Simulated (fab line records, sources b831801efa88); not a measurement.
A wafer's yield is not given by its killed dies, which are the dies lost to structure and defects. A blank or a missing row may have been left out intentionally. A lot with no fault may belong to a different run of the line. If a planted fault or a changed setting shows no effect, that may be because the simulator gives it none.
Which of the tools did it? :: flow sky130 :: 27 wafers from 9 lots sampled at 3 of the route's 708 steps

== WHAT THE GAUGES SHOWED, per wafer ==
SKY_RES_PROTECT_TW_MEAS_08.
lot: L564
measured: day 14 20:19
on: film metro-02
POLY_GATE_TW: 3988 3998 4012

lot: L571
measured: day 17 14:19
on: film metro-02
POLY_GATE_TW: 4000 4002 4009

lot: L570
measured: day 17 14:37
on: film metro-04
POLY_GATE_TW: 4004 4008 4011

lot: L575
measured: day 19 07:43
on: film metro-04
POLY_GATE_TW: 4042 4026 4032

lot: L576
measured: day 19 13:04
on: film metro-02
POLY_GATE_TW: 3998 3973 3996

lot: L577
measured: day 19 22:20
on: film metro-02
POLY_GATE_TW: 3987 3983 3994

lot: L585
measured: day 22 18:25
on: film metro-03
POLY_GATE_TW: 4062 4035 4055

lot: L586
measured: day 22 22:51
on: film metro-04
POLY_GATE_TW: 4028 4024 4006

lot: L587
measured: day 23 09:31
on: film metro-04
POLY_GATE_TW: 3992 3981 3979

SKY_POLY_GATE_THK_MEAS_04.
lot: L564
measured: day 14 21:47
on: film metro-01
POLY_GATE_CVD_03_THK (nm): 74.2 74.4 75.5

lot: L571
measured: day 17 18:50
on: film metro-03
POLY_GATE_CVD_03_THK (nm): 75.0 74.9 74.5

lot: L570
measured: day 17 18:47
on: film metro-03
POLY_GATE_CVD_03_THK (nm): 74.7 75.2 74.9

lot: L575
measured: day 19 09:11
on: film metro-03
POLY_GATE_CVD_03_THK (nm): 74.5 74.5 73.8

lot: L576
measured: day 19 15:01
on: film metro-03
POLY_GATE_CVD_03_THK (nm): 75.4 76.1 75.4

lot: L577
measured: day 19 23:48
on: film metro-01
POLY_GATE_CVD_03_THK (nm): 100.5 100.2 100.2

lot: L585
measured: day 22 20:26
on: film metro-01
POLY_GATE_CVD_03_THK (nm): 75.4 75.7 76.1

lot: L586
measured: day 23 00:19
on: film metro-01
POLY_GATE_CVD_03_THK (nm): 76.2 76.4 76.4

lot: L587
measured: day 23 10:59
on: film metro-03
POLY_GATE_CVD_03_THK (nm): 74.7 74.9 74.9

== WHAT TOOL EACH LOT RAN ON (gives the tool, then ch and the chambers of the sampled wafers, and finally the start) ==
lot: L564
SKY_POLY_GATE_CVD_03: lpcvd-02 ch 1, day 14 20:25

lot: L571
SKY_POLY_GATE_CVD_03: lpcvd-02 ch 0, day 17 17:24

lot: L570
SKY_POLY_GATE_CVD_03: lpcvd-02 ch 1, day 17 17:24

lot: L575
SKY_POLY_GATE_CVD_03: lpcvd-02 ch 1, day 19 07:49

lot: L576
SKY_POLY_GATE_CVD_03: lpcvd-02 ch 1, day 19 13:40

lot: L577
SKY_POLY_GATE_CVD_03: lpcvd-02 ch 0, day 19 22:26

lot: L585
SKY_POLY_GATE_CVD_03: lpcvd-02 ch 1, day 22 19:04

lot: L586
SKY_POLY_GATE_CVD_03: lpcvd-02 ch 0, day 22 22:58

lot: L587
SKY_POLY_GATE_CVD_03: lpcvd-02 ch 1, day 23 09:35
- SKY_POLY_GATE_CVD_03: deposits Si3N4 from DCS/NH3, target thk 75 nm, time 1290 s.

== WHAT THE TOOLS THEMSELVES READ (means of the sampled wafers that have a number; where no wafer has one, the mark that the record gives instead) ==
SKY_POLY_GATE_CVD_03.
lot: L564
tool: lpcvd-02
spike tc lower C (C): 770.2

lot: L571
tool: lpcvd-02
spike tc lower C (C): 767.2

lot: L570
tool: lpcvd-02
spike tc lower C (C): 769.4

lot: L575
tool: lpcvd-02
spike tc lower C (C): 768.9

lot: L576
tool: lpcvd-02
spike tc lower C (C): 769.1

lot: L577
tool: lpcvd-02
spike tc lower C (C): 767.8

lot: L585
tool: lpcvd-02
spike tc lower C (C): 770.2

lot: L586
tool: lpcvd-02
spike tc lower C (C): 768.2

lot: L587
tool: lpcvd-02
spike tc lower C (C): 769.3

== THE ANSWER, worked out from the rows above alone ==
Rule: the lots themselves supply what counts as usual. Put in order of their means at a reading, lots are off if they are a third of the lots or fewer, leave a main group of 4 or more, and stand apart from it by a gap of 3 or more times the standard deviation of the main group's means; of several such gaps the widest counts. If all means in a main group match to the digits the tables above print for the reading, that group is not used. A lot without any number at a reading at which 4 lots or more have one is off too. Where the step has rows for the other lots, those lots are counted as sound. First the gauges in route order, then the tools' own readings, where a lot's mean is used as printed above. The first step at which some lot is off is used, and at that step the reading that is off furthest; a lot without a number counts as furthest.
Off: L577, seen at SKY_POLY_GATE_THK_MEAS_04 (POLY_GATE_CVD_03_THK). Mean 75.2 nm and standard deviation 0.64 in the main group.
A tool fits if, at a process step before that reading, it ran every lot that is off, and no sound lot after the first of them. The gauges at SKY_POLY_GATE_THK_MEAS_04 are tried like those tools. None of those tried fits.

== WHAT THE SIMULATOR HAD PUT IN ==
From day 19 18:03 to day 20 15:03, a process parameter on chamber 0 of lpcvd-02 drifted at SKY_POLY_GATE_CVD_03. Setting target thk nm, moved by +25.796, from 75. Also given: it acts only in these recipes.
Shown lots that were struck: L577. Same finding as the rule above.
